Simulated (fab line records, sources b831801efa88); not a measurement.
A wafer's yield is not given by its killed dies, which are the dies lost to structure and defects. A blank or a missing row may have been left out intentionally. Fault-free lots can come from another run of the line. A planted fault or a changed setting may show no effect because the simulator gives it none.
Split-lot study ; flow gf180mcu ; 23 wafers read from 5 lots, route of 602 steps

== ON THE SPLIT ==
At GF_HV_LDD_COAT_41 (resist thk 1000 nm), the setting resistThkNm was moved away from the recipe's 1000 nm on 10 of the 23 wafers read, by -3.8% to +5.5%. The other wafers ran this setting at the recipe's value.

== FROM THE SPLIT TO THE READING: what the file shows between them, 4 steps ==
- GF_HV_LDD_SOFTBAKE_42: time 60 s
- GF_HV_LDD_EXPOSE_43: exposes mask Pplus HV AREA, target cd 400 nm
- GF_HV_LDD_PEB_44
- GF_HV_LDD_DEVELOP_45: develop time 57.46 s

== THE READING ==
cdNm (nm) at GF_HV_LDD_CD_MEAS_46, where the cd target is 400 nm. A value of 396.5 nm with a standard deviation of 2 nm is what fault-free wafers of this fab line usually give.

wafer;tool, chamber at the split;resistThkNm as run, nm;against the recipe;cdNm, nm;against lot-mates on the recipe
L074.1;lithoTrack-03, 0;1038;+3.8%;394.0;-2.2
L074.2;lithoTrack-03, 0;1038;+3.8%;392.0;-4.2
L074.3;lithoTrack-03, 0;1000;recipe;396.0;-
L074.4;lithoTrack-03, 0;1000;recipe;397.1;-
L074.5;lithoTrack-03, 0;1000;recipe;395.4;-
L081.1;lithoTrack-03, 0;1000;recipe;398.3;-
L081.2;lithoTrack-03, 0;1000;recipe;400.1;-
L081.3;lithoTrack-03, 0;964.5;-3.5%;402.2;+3.0
L081.5;lithoTrack-03, 0;964.5;-3.5%;400.2;+1.0
L081.6;lithoTrack-03, 0;964.5;-3.5%;400.7;+1.5
L082.1;lithoTrack-03, 0;1000;recipe;394.1;-
L082.2;lithoTrack-03, 0;1000;recipe;394.9;-
L082.4;lithoTrack-03, 0;1055;+5.5%;389.1;-5.4
L082.5;lithoTrack-03, 0;1055;+5.5%;387.8;-6.7
L082.6;lithoTrack-03, 0;1000;recipe;394.6;-
L084.2;lithoTrack-03, 0;1000;recipe;397.1;-
L084.4;lithoTrack-03, 0;1000;recipe;399.7;-
L084.6;lithoTrack-03, 0;1000;recipe;397.9;-
L085.1;lithoTrack-01, 0;1000;recipe;397.4;-
L085.2;lithoTrack-01, 0;962;-3.8%;398.8;+1.9
L085.3;lithoTrack-01, 0;962;-3.8%;399.9;+3.0
L085.4;lithoTrack-01, 0;962;-3.8%;400.0;+3.1
L085.6;lithoTrack-01, 0;1000;recipe;396.3;-

THE FIT
A straight line over all 23 wafers: cdNm changes by -1.16 nm for each +1% of resistThkNm; r = -0.89; the points scatter about the line by 1.7 nm.
The same after taking each lot's own level away (the mean of its wafers on the recipe; 23 wafers): -0.837 nm for each +1%; r = -0.93; scatter 0.97 nm.
On that fit, the largest move of resistThkNm shifts the reading by 4.6 nm.
The span of the lots' own levels, 394.53 to 399.20 nm, comes to 2.3 times the standard deviation stated above.
Hence the slope depends on the lot-to-lot level, as the two fits are not the same.
Check: -4.79 nm against its lot-mates is what the line predicts for one of the wafers moved furthest among these (+5.5%) when that wafer is left out of the fit. It came out at -5.43 nm against them.

== OTHER SPLITS ON THESE WAFERS ==
Before the reading, these wafers also passed through other splits. Each is held against what the fit with the lots' levels taken away leaves over:
other split on the same wafers;wafers away from the commonest value;r with cdNm (lot level and that fit taken away)
GF_POLY_GATE_ETCH_13 timeS;4;-0.13
GF_HV_LDD_DEVELOP_06 developTimeS;7;+0.28

== THE WHOLE CHAIN: every reading that the file lists as answering this split, in the file's order ==
step;what it does;reading;change (the file's fit);r (the file's)
GF_HV_LDD_COAT_41;resist thk 1000 nm;NOVOLAK_of_HV_LDD_COAT_41.thkNm (the simulator's own value, which no gauge read);+10.2 nm for each +1% of the setting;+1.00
GF_HV_LDD_DEVELOP_45;develop time 57.46 s;HV_LDD.cdNm (the simulator's own value, which no gauge read);-0.841 nm for each +1% of the setting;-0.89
GF_HV_LDD_CD_MEAS_46;target cd 400 nm;cdNm;-0.869 nm for each +1% of the setting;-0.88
GF_HV_LDD_STRIP_49;strips in O2/N2;stripTimeToEndpointS;withheld for each +1% of the setting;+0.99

== FILE'S OWN FIT ==
cdNm changes by -0.869 nm for each +1% of resistThkNm, r = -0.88.
